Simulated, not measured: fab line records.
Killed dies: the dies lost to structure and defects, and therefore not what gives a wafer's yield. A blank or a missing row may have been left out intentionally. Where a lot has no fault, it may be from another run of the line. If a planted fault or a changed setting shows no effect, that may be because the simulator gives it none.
fab line records -- flow sky130 -- part 2 of 2: steps 29 to 41 of 41
record lots=5, wafers=15, last-day=49
route steps=708 shown VIA2@520 METAL3@532 CAPM@537
lots with no fault: from the same line, run without faults
start-h: hours from the record's first day to the start of the lot's first wafer shown -- wait-h: hours since the lot's step before -- " same as the row above -- L1.1+2: one row covering several wafers at once -- - no value, or no start was given -- * or withheld: withheld -- < > ~ a bound
route shown NAME@n: NAME is a module with steps in the file, n the number in the route of the first one -- usual: mean and standard deviation over wafers with no fault -- same: alike in all rows -- chamber/n: place in a boat -- sites: per-site readings -- _std_site: how widely they spread, as a standard deviation -- _edge_site: the outer-site mean with the inner-site mean subtracted -- radius-mm: how far each site lies from the wafer's centre -- mask NAME#n: copy n -- behind: the most recent tool/chamber to have shaped the wafer -- hold: cause of the lot's hold/its duration in hours/its outcome -- device: names the non-switching transistor (n, p or np) -- end of line: the same wafers' tests at the end of the route -- where a step has no rows: the recipe by itself -- killed: not the wafer's yield, but the dies lost to structure and defects at the first sort -- map: a wafer's dies, marking killed ones x, the rest . and places with no die _
set.NAME: the run value of the setting; set.NAME@STEP: its run value at that earlier step -- model.NAME: the simulator's own value behind a step, which no gauge read
a table for each step, a row for each wafer; lots at some steps of the route
services: the hour from which a tool's chamber was out of use, counted from the record's first day as start-h (under 0 if before that day), plus the number of hours and why
## steps
# step SKY_CAPM_DEVELOP_11
# recipe resist=NOVOLAK, developer=TMAH, develop-time-s=60, dev-temp-c=23
lot.wafer,tool,chamber,start-h,wait-h
L083.1+5+6,litho-track-04,0,938.64,0.1
L087.2+3+5,litho-track-03,0,968.08,0.1
L091.1+3+5,litho-track-03,0,999.30,0.1
L092.1+3+5,litho-track-04,0,1004.04,0.1
L094.2+5+6,litho-track-04,0,1015.66,0.1
# step SKY_CAPM_OVL_MEAS_12
# usual CAPM_OVL=0.8/1.4
lot.wafer,tool,chamber,start-h,wait-h,CAPM_OVL[nm]
L083.1,overlay-02,-,938.81,0.1,-0.1
L083.5,overlay-02,-,938.81,0.1,0.1
L083.6,overlay-02,-,938.81,0.1,-2.3
L087.2,overlay-01,-,968.21,0.1,2.5
L087.3,overlay-01,-,968.21,0.1,-0.2
L087.5,overlay-01,-,968.21,0.1,2.6
L091.1,overlay-02,-,999.45,0.1,-0.3
L091.3,overlay-02,-,999.45,0.1,2.3
L091.5,overlay-02,-,999.45,0.1,2.4
L092.1,overlay-01,-,1004.19,0.1,0.7
L092.3,overlay-01,-,1004.19,0.1,2.2
L092.5,overlay-01,-,1004.19,0.1,0.6
L094.2,overlay-01,-,1015.79,0.1,0.7
L094.5,overlay-01,-,1015.79,0.1,0.0
L094.6,overlay-01,-,1015.79,0.1,1.8
# step SKY_CAPM_METAL_ETCH_13
# recipe target-depth-nm=220, stop-on=SiO2, chemistry=Cl2/BCl3, target=TiN, pressure-mtorr=10, icp-w=900, bias-w=48.5, Cl2_flow_sccm=60, bcl3-flow-sccm=30, time-s=62.9
# usual drypump-motor-current-A=5.6/0.61, oes-product-au=0.941/0.0072, throttle-valve-pct=21.901/0.0097
lot.wafer,tool,chamber,start-h,wait-h,drypump-motor-current-A,oes-product-au,rf-hours-counter-h,throttle-valve-pct
L083.1,rie-metal-02,0,938.84,0.0,5.4,0.939,0,21.897
L083.5,rie-metal-02,1,938.84,0.0,4.8,0.943,-,21.902
L083.6,rie-metal-02,0,938.84,0.0,5.4,0.943,-,21.913
L087.2,rie-metal-02,1,968.24,0.0,4.8,0.942,19,21.903
L087.3,rie-metal-02,1,968.24,0.0,4.8,0.936,-,21.910
L087.5,rie-metal-02,1,968.24,0.0,4.8,0.940,-,21.888
L091.1,rie-metal-02,1,999.49,0.0,4.8,0.935,21,21.919
L091.3,rie-metal-02,1,999.49,0.0,4.8,0.943,-,21.885
L091.5,rie-metal-02,0,999.49,0.0,5.4,0.941,-,21.908
L092.1,rie-metal-01,0,1004.22,0.0,5.5,0.955,14,21.885
L092.3,rie-metal-01,0,1004.22,0.0,5.5,0.940,-,21.904
L092.5,rie-metal-01,1,1004.22,0.0,5.4,0.952,-,21.920
L094.2,rie-metal-04,1,1015.82,0.0,5.3,0.926,17,21.917
L094.5,rie-metal-04,1,1015.82,0.0,5.3,0.933,-,21.896
L094.6,rie-metal-04,0,1015.82,0.0,6.6,0.934,-,21.919
# step SKY_CAPM_STRIP_14
# recipe chemistry=O2/N2, power-w=1400, pressure-mtorr=1500, platen-temp-c=withheld, o2-flow-sccm=3000, n2-flow-sccm=300, overash-fraction=0.5
# usual drypump-motor-current-A=5.9/0.42, oes-product-au=0.710/0.005, strip-time-to-endpoint-s=12.66/0.044
lot.wafer,tool,chamber,start-h,wait-h,drypump-motor-current-A,oes-product-au,rf-hours-counter-h,strip-time-to-endpoint-s
L083.1,plasma-asher-04,0,938.92,0.1,5.9,0.709,19,12.63
L083.5,plasma-asher-04,0,938.92,0.1,5.9,0.707,-,12.63
L083.6,plasma-asher-04,1,938.92,0.1,6.2,0.715,-,12.62
L087.2,plasma-asher-04,0,968.31,0.1,5.9,0.708,22,12.64
L087.3,plasma-asher-04,0,968.31,0.1,5.9,0.708,-,12.66
L087.5,plasma-asher-04,1,968.31,0.1,6.2,0.713,-,12.65
L091.1,plasma-asher-04,0,999.56,0.1,5.9,0.706,25,12.65
L091.3,plasma-asher-04,0,999.56,0.1,5.9,0.711,-,12.67
L091.5,plasma-asher-04,1,999.56,0.1,6.2,0.716,-,12.66
L092.1,plasma-asher-03,0,1004.30,0.1,6.7,0.710,116,12.69
L092.3,plasma-asher-03,0,1004.30,0.1,6.7,0.710,-,12.66
L092.5,plasma-asher-03,0,1004.30,0.1,6.7,0.713,-,12.66
L094.2,plasma-asher-03,1,1015.90,0.1,5.5,0.710,118,12.61
L094.5,plasma-asher-03,1,1015.90,0.1,5.5,0.701,-,12.62
L094.6,plasma-asher-03,0,1015.90,0.1,6.6,0.707,-,12.62
# step SKY_CAPM_STRIP_15
# recipe chemistry=post-etch-residue-remover, time-s=1200, temp-c=72.5
# usual bath-guard-temp-C=72.6/0.44
lot.wafer,tool,chamber,start-h,wait-h,bath-guard-temp-C
L083.1,wet-bench-03,3,939.02,0.1,73.2
L083.5,wet-bench-03,3,939.02,0.1,73.4
L083.6,wet-bench-03,3,939.02,0.1,73.4
L087.2,wet-bench-02,2,968.41,0.1,72.0
L087.3,wet-bench-02,2,968.41,0.1,71.9
L087.5,wet-bench-02,2,968.41,0.1,72.4
L091.1,wet-bench-03,1,999.66,0.1,73.0
L091.3,wet-bench-03,1,999.66,0.1,72.9
L091.5,wet-bench-03,1,999.66,0.1,72.6
L092.1,wet-bench-03,2,1004.40,0.1,72.8
L092.3,wet-bench-03,2,1004.40,0.1,72.6
L092.5,wet-bench-03,2,1004.40,0.1,72.9
L094.2,wet-bench-02,0,1016.00,0.1,72.2
L094.5,wet-bench-02,0,1016.00,0.1,72.1
L094.6,wet-bench-02,0,1016.00,0.1,72.2
# step SKY_CAPM_CLEAN_16
# recipe chemistry=IPA, time-s=180, temp-c=25
lot.wafer,tool,chamber,start-h,wait-h
L083.1+5+6,wet-bench-03,3,939.36,0.0
L087.2+3+5,wet-bench-03,1,968.76,0.0
L091.1+3+5,wet-bench-02,3,1000.01,0.0
L092.1+3+5,wet-bench-02,2,1004.74,0.0
L094.2+5+6,wet-bench-03,0,1016.34,0.0
# step SKY_CAPM_CLEAN_17
# recipe chemistry=O3/DIW, dry=n2-spin
lot.wafer,tool,chamber,start-h,wait-h
L083.1+5+6,wet-bench-03,0,939.42,0.0
L087.2+3+5,wet-bench-02,1,968.81,0.0
L091.1+3+5,wet-bench-03,3,1000.07,0.0
L092.1+3+5,wet-bench-03,1,1004.80,0.0
L094.2+5+6,wet-bench-02,0,1016.41,0.0
# step SKY_METAL3_DEHYDRATE_05
# recipe temp-c=200, time-s=60
lot.wafer,tool,chamber,start-h,wait-h
L083.1+5+6,litho-track-01,0,951.18,11.7
L087.2+3+5,litho-track-02,0,980.50,11.6
L091.1+3+5,litho-track-03,0,1010.85,10.7
L092.1+3+5,litho-track-01,0,1015.53,10.6
L094.2+5+6,litho-track-01,0,1027.51,11.0
# step SKY_METAL3_HMDS_06
# recipe prime-time-s=60, prime-temp-c=120
lot.wafer,tool,chamber,start-h,wait-h
L083.1+5+6,litho-track-01,0,951.33,0.1
L087.2+3+5,litho-track-02,0,980.65,0.1
L091.1+3+5,litho-track-03,0,1011.00,0.1
L092.1+3+5,litho-track-01,0,1015.68,0.1
L094.2+5+6,litho-track-01,0,1027.66,0.1
# step SKY_METAL3_COAT_07
# recipe resist=BARC, temp-c=withheld, time-s=withheld, spin-rpm=3000, resist-thk-nm=60
lot.wafer,tool,chamber,start-h,wait-h
L083.1+5+6,litho-track-01,0,951.48,0.1
L087.2+3+5,litho-track-02,0,980.80,0.1
L091.1+3+5,litho-track-03,0,1011.15,0.1
L092.1+3+5,litho-track-01,0,1015.83,0.1
L094.2+5+6,litho-track-01,0,1027.81,0.1
# step SKY_METAL3_COAT_08
# recipe resist=KrF-thick, spin-rpm=3000, resist-thk-nm=1140
lot.wafer,tool,chamber,start-h,wait-h
L083.1+5+6,litho-track-01,0,-,-
L087.2+3+5,litho-track-02,0,-,-
L091.1+3+5,litho-track-03,0,-,-
L092.1+3+5,litho-track-01,0,-,-
L094.2+5+6,litho-track-01,0,-,-
# step SKY_METAL3_SOFTBAKE_09
# recipe temp-c=100, time-s=90, resist=KrF-thick
lot.wafer,tool,chamber,start-h,wait-h
L083.1+5+6,litho-track-01,0,-,-
L087.2+3+5,litho-track-02,0,-,-
L091.1+3+5,litho-track-03,0,-,-
L092.1+3+5,litho-track-01,0,-,-
L094.2+5+6,litho-track-01,0,-,-
# step SKY_METAL3_EXPOSE_10
# recipe mask-id=MM3, na=0.68, source-shape=annular, sigma-inner=0.4, sigma-outer=0.8, target-cd-nm=300, dose-mj=28
lot.wafer,tool,chamber,start-h,wait-h,mask
L083.1+5+6,krf-scanner-02,0,-,-,MM3#0
L087.2+3+5,krf-scanner-02,0,-,-,MM3#0
L091.1+3+5,krf-scanner-01,0,-,-,MM3#0
L092.1+3+5,krf-scanner-02,0,-,-,MM3#0
L094.2+5+6,krf-scanner-01,0,-,-,MM3#0
## services
tool,chamber,start-h,hours,kind
rie-diel-02,1,890.49,2.4,repair
wet-bench-02,-,891.48,1.9,pm
plasma-asher-03,-,898.01,3.7,repair
krf-scanner-02,-,900.62,7.2,pm
rie-diel-02,-,903.60,4.4,repair
rie-metal-02,1,908.73,5.3,repair
plasma-asher-04,-,911.07,6.0,repair
rie-metal-02,-,911.45,2.8,pm
rie-diel-02,-,912.83,0.5,repair
cmp-02,-,922.67,2.3,repair
rie-diel-04,3,931.92,11.7,repair
pvd-sputter-03,-,942.61,3.5,repair
wet-bench-01,-,948.09,2.8,repair
pvd-sputter-01,-,948.20,2.6,repair
iline-stepper-02,-,958.01,4.4,pm
cmp-02,-,960.55,1.3,repair
rie-diel-04,0,975.32,12.8,repair
krf-scanner-02,-,992.53,11.6,pm
pvd-sputter-04,-,994.29,6.0,repair
cmp-02,-,998.95,2.2,repair
cvd-w-01,-,1012.68,6.0,pm
krf-scanner-02,-,1017.51,1.0,pm
wet-bench-03,-,1021.70,1.8,repair
cvd-w-01,0,1026.83,12.4,repair
